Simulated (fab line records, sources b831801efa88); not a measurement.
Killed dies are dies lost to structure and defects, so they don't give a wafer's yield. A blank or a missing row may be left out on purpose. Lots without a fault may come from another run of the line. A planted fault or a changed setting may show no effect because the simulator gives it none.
Chamber matching | flow sky130 | SKY_FIELD_ISO_CMP_27 on cmp-01: 4 sister chambers
The step polishes, stops on Si3N4, t overpolish 16 s, target thk 457.8 nm. 8 wafers are shown with their chamber, then 8 later ones without.

WAFERS WITH THEIR CHAMBER
wafer  | chamber | motor_current_A (A) | time_to_endpoint_s (s)
L818.6 | 0       | 11.6                | 107
L822.2 | 0       | 12.4                | 104
L823.1 | 1       | 12.4                | 110
L823.4 | 3       | 13.9                | 113
L824.1 | 1       | 12.9                | 108
L824.3 | 2       | 11.6                | 106
L824.6 | 2       | 11.7                | 106
L826.1 | 3       | 13.3                | 110

WAFERS WITHOUT THEIR CHAMBER
wafer  | motor_current_A (A) | time_to_endpoint_s (s)
L826.2 | 12.2                | 111
L826.5 | 12.3                | 111
L832.1 | 12.4                | 110
L832.2 | 11.6                | 106
L832.6 | 12.0                | 106
L836.1 | 12.1                | 104
L836.3 | 12.0                | 108
L836.4 | 11.8                | 104

WHICH CHAMBER EACH WENT THROUGH
wafer  | from the rows above               | in truth
L826.2 | can't be placed: 1 or 2 or 0 or 3 | 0
L826.5 | can't be placed: 1 or 3 or 0 or 2 | 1
L832.1 | 1                                 | 1
L832.2 | can't be placed: 2 or 0           | 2
L832.6 | can't be placed: 0 or 2           | 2
L836.1 | can't be placed: 0 or 2           | 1
L836.3 | can't be placed: 2 or 0 or 1      | 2
L836.4 | can't be placed: 0 or 2           | 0
Placed correctly: 1 of 8. Can't be placed from these rows: 7 (the true chamber is among the candidates in 6). Placed wrongly: 0.
How it was worked out, from the rows above alone: a wafer's distance from a chamber is the root of the sum, over the readings, of the square of ((its reading less the chamber's mean) divided by the reading's scatter). The wafer belongs to the nearest chamber; if the next one is less than 2 further off, it can't be placed. A chamber's mean is the mean of its shown wafers. The scatter: the root of (the sum of the squares of (reading less its chamber's mean) over the shown wafers, divided by (wafers less chambers)).
